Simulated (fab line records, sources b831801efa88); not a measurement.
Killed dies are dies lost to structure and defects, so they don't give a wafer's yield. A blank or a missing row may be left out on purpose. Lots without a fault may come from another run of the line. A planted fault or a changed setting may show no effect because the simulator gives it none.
A struck lot beside a sound one | flow sky130 | 14 steps out of a route of 708
Sound: wafers L544.1, L544.3, L544.6. Struck: wafers L558.2, L558.5, L558.6. The cause comes at the end.
At each step with rows: each side's tool, then ch and its chambers, then its first start. Under that, the readings that differ: sound wafers | struck wafers | difference of the means | sigmas: that difference in standard deviations of wafers without a fault.
alike: readings whose means differ by less than 2 such deviations, and words and numbers that are the same on both sides. not compared: withheld readings, readings that some wafer has no value for, bounds like >300 that may hide the same value, and numbers for which the record gives no deviation and whose values overlap.
The two part at a step that has a row with sigmas, a row that says differs or no value, or rows on one side only. Numbers that don't overlap but have no deviation are shown without sigmas and don't part them. A reading that every wafer of one side lacks parts them only if that side has two wafers or more.

first, 2 steps without rows for these wafers: SKY_RES_PROTECT_DEVELOP_06 (develop time 60 s); SKY_POLY_GATE_IMPLANT_02.
SKY_RES_PROTECT_STRIP_07: strips in O2/N2.
  sound on plasma_asher-04 ch 0,1, day 18 04:01; struck on plasma_asher-01 ch 0,1, day 24 12:21
  alike: drypump_motor_current_A, oes_product_au, strip_time_to_endpoint_s
  not compared: rf_hours_counter_h
SKY_RES_PROTECT_TW_MEAS_08:
  sound on film_metro-04, day 18 04:07; struck on film_metro-02, day 24 12:28
  reading      | sound          | struck         | difference | sigmas
  POLY_GATE_TW | 4008 4004 4003 | 4149 4142 4172 | +149       | +3
then, 2 steps without rows for these wafers: SKY_RES_PROTECT_CLEAN_09 (cleans in SC1/SC2, time 150 s); SKY_POLY_GATE_CVD_03 (deposits Si3N4 from DCS/NH3, target thk 75 nm, time 1290 s).
SKY_POLY_GATE_THK_MEAS_04:
  sound on film_metro-04, day 18 05:35; struck on film_metro-04, day 24 15:08
  alike: POLY_GATE_CVD_03_THK
then, 5 steps without rows for these wafers: SKY_POLY_GATE_DEHYDRATE_05 (time 60 s); SKY_POLY_GATE_HMDS_06 (prime time 60 s); SKY_POLY_GATE_COAT_07 (resist thk 110 nm); SKY_POLY_GATE_COAT_08 (resist thk 450 nm); SKY_POLY_GATE_SOFTBAKE_09 (time 90 s).
SKY_POLY_GATE_EXPOSE_10: exposes mask P1M, target cd 150 nm.
  sound on krf_scanner-02 ch 0, day 18 21:22; struck on krf_scanner-01, day 25 06:58
  no value came back on the struck wafers for any of 5 readings (exposure_dose_mJ_cm2, focus_offset_nm (nm) and others); on the sound wafers exposure_dose_mJ_cm2 reads 27.95 27.97 27.95
  alike: mask
then, 1 step without rows for these wafers: SKY_POLY_GATE_PEB_11.

WHERE THEY PART
First at SKY_RES_PROTECT_TW_MEAS_08; last, within this record, at SKY_POLY_GATE_EXPOSE_10.

WHY: what the simulator had put in
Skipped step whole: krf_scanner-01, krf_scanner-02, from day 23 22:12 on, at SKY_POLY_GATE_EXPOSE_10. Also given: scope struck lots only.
